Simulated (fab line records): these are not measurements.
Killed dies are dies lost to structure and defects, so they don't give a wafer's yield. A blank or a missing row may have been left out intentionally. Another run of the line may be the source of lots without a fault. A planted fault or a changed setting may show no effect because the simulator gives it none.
Chamber matching | flow gf180mcu | pecvd-01 running GF_V2_CVD_02: 3 sister chambers
The step deposits SiO2 from TEOS, target thk 850 nm, time 94.851 s. 14 wafers are shown with their chamber, then 7 later ones without.

EACH WAFER AND ITS CHAMBER
wafer  | chamber | heater power w (W)
L385.2 | 0       | 571
L385.4 | 2       | 619
L385.5 | 1       | 656
L388.2 | 2       | 630
L388.5 | 2       | 661
L388.6 | 1       | 713
L397.2 | 1       | 622
L397.4 | 1       | 681
L397.5 | 2       | 539
L398.1 | 2       | 637
L398.3 | 0       | 568
L398.6 | 2       | 692
L400.1 | 2       | 668
L400.5 | 1       | 556

SIGNATURES, as means of the wafers listed above
reading        | chamber 0 | chamber 1 | chamber 2 | scatter within a chamber
heater power w | 569.50    | 645.60    | 635.14    | 51.4
Rule: for each reading, subtract the chamber's mean from the wafer's reading, divide by that reading's scatter and square the result; add these up over the readings and take the root, which gives the wafer's distance from the chamber. The wafer belongs to the nearest chamber; if the next one is less than 2 further off, it can't be placed. The scatter: take each reading less its chamber's mean, square it, sum over the shown wafers, divide by the number of wafers less the number of chambers, and take the root.

WAFERS MISSING THEIR CHAMBER
wafer  | heater power w (W)
L400.6 | 672
L402.1 | 639
L402.2 | 603
L402.6 | 537
L403.1 | 591
L403.4 | 675
L403.5 | 544

THE CHAMBER EACH PASSED THROUGH
wafer  | from the rows above          | in truth
L400.6 | can't be placed: 1 or 2 or 0 | 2
L402.1 | can't be placed: 2 or 1 or 0 | 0
L402.2 | can't be placed: 2 or 0 or 1 | 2
L402.6 | can't be placed: 0 or 2 or 1 | 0
L403.1 | can't be placed: 0 or 2 or 1 | 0
L403.4 | can't be placed: 1 or 2 or 0 | 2
L403.5 | can't be placed: 0 or 2 or 1 | 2
Correct placement for 0 of the 7. Cannot be placed on the basis of these rows: 7; the candidates contain the true chamber in 7. Placed wrongly: 0.
